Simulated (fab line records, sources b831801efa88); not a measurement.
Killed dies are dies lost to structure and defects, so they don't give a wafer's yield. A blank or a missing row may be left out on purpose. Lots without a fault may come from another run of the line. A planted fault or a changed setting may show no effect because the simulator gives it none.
Problem report in the 8D (eight disciplines) form, filled by code | flow sky130 | the parts of the form that need people (team, actions taken, sign-off) are left out

1. THE PROBLEM
LI_CONTACT_HDPCVD_THK at SKY_LI_CONTACT_THK_MEAS_01 reads a mean of 724 nm on 12 wafers of 4 lots; wafers without a fault read 932 nm with a standard deviation of 11. That is -19 standard deviations from the usual mean.
First seen on wafer L994.2, day 30 22:07, on film_metro-01. The record holds 33 wafers of 11 lots with a number at this step. Rule for "out", or "out of limits": more than 4 standard deviations from the usual mean. The other wafers with a number count as sound.

2. WHAT IT IS AND WHAT IT IS NOT
question                    | is                                          | is not
which readings at this step | LI_CONTACT_HDPCVD_THK                       | -
which lots                  | L994, L996, L997, L998                      | L101, L103, L104, L106, L109, L988, L991
which wafers of those lots  | all that have a number                      | -
read on which gauges        | film_metro-01, film_metro-02, film_metro-03 | -
when                        | from day 30 22:07                           | up to then (6 sound wafers); but 15 sound wafers of L101, L103, L104, L106, L109 came after

3. SUSPECTS, AND WHAT RULES EACH OUT
Counting: a tool at a process step up to the reading stays a suspect if it ran every lot that is out and no sound lot after the first of them.
- the gauge at SKY_LI_CONTACT_THK_MEAS_01: ruled out. The wafers that are out were read on 3 gauges (film_metro-01, film_metro-02, film_metro-03).
- hdpcvd-02 at SKY_LI_CONTACT_HDPCVD_00 (deposits PSG, target thk 930 nm, time 155 s): kept. It ran every lot that is out, first L994 (day 30 22:01), and no sound lot after that; its last sound lot up to then is L991 (day 29 17:40).
Left after counting: hdpcvd-02 at SKY_LI_CONTACT_HDPCVD_00.

4. THE CAUSE (what the simulator had put in)
Site profile drift: hdpcvd-02, from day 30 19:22 on, at SKY_LI_CONTACT_HDPCVD_00. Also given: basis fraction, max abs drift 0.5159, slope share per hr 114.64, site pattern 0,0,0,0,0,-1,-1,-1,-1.
Counting left only this tool.

5. THE CHAIN OF EFFECTS, in route order
Each row: a reading whose mean over the struck wafers that have a number lies more than 3 standard deviations from the usual. Only readings for which the record gives a usual standard deviation are gone through. hours: the time from each lot's start at the first step in this table that gives one to its start at this step, as a median over the lots. sigmas: the change in usual standard deviations.
hours | step                       | reading               | usual      | on struck wafers | change | sigmas
0     | SKY_LI_CONTACT_THK_MEAS_01 | LI_CONTACT_HDPCVD_THK | 932 nm     | 724              | -208   | -19
28    | SKY_LI_CONTACT_ETCH_15     | oes_product_au        | 0.837 a.u. | 0.673            | -0.164 | -36
402   | SKY_PAD_OPEN_PROBE_99      | killed_at_contacts    | 25         | 94               | +69    | +12
402   | SKY_PAD_OPEN_PROBE_99      | killed_dies           | 86         | 148              | +62    | +6.2
402   | SKY_PAD_OPEN_PROBE_99      | killed_on_rim         | 17         | 75               | +58    | +14
The process steps in it:
- SKY_LI_CONTACT_ETCH_15: etches PSG in C4F8/O2/Ar, stops on Si, target depth 600 nm.
- SKY_PAD_OPEN_PROBE_99
Later measuring or inspecting steps at which every struck wafer that the step has a row for has a number for every such reading, and none has moved that far: SKY_LI_CONTACT_OVL_MEAS_13.

6. WHAT WOULD HAVE CAUGHT IT SOONER
In this record the first reading out of limits at a measuring or inspecting step was taken at day 30 22:07, 3 hours after the fault began at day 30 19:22.
Of the tool readings at SKY_LI_CONTACT_HDPCVD_00 for which the record gives a usual standard deviation, none was out on any struck wafer, so an alarm limit of 4 standard deviations on them would not have fired.
Of the lots that are out (4), L996, L997, L998 began SKY_LI_CONTACT_HDPCVD_00 on hdpcvd-02 after day 30 22:07. A hold on the tool at that time would have spared those 3.
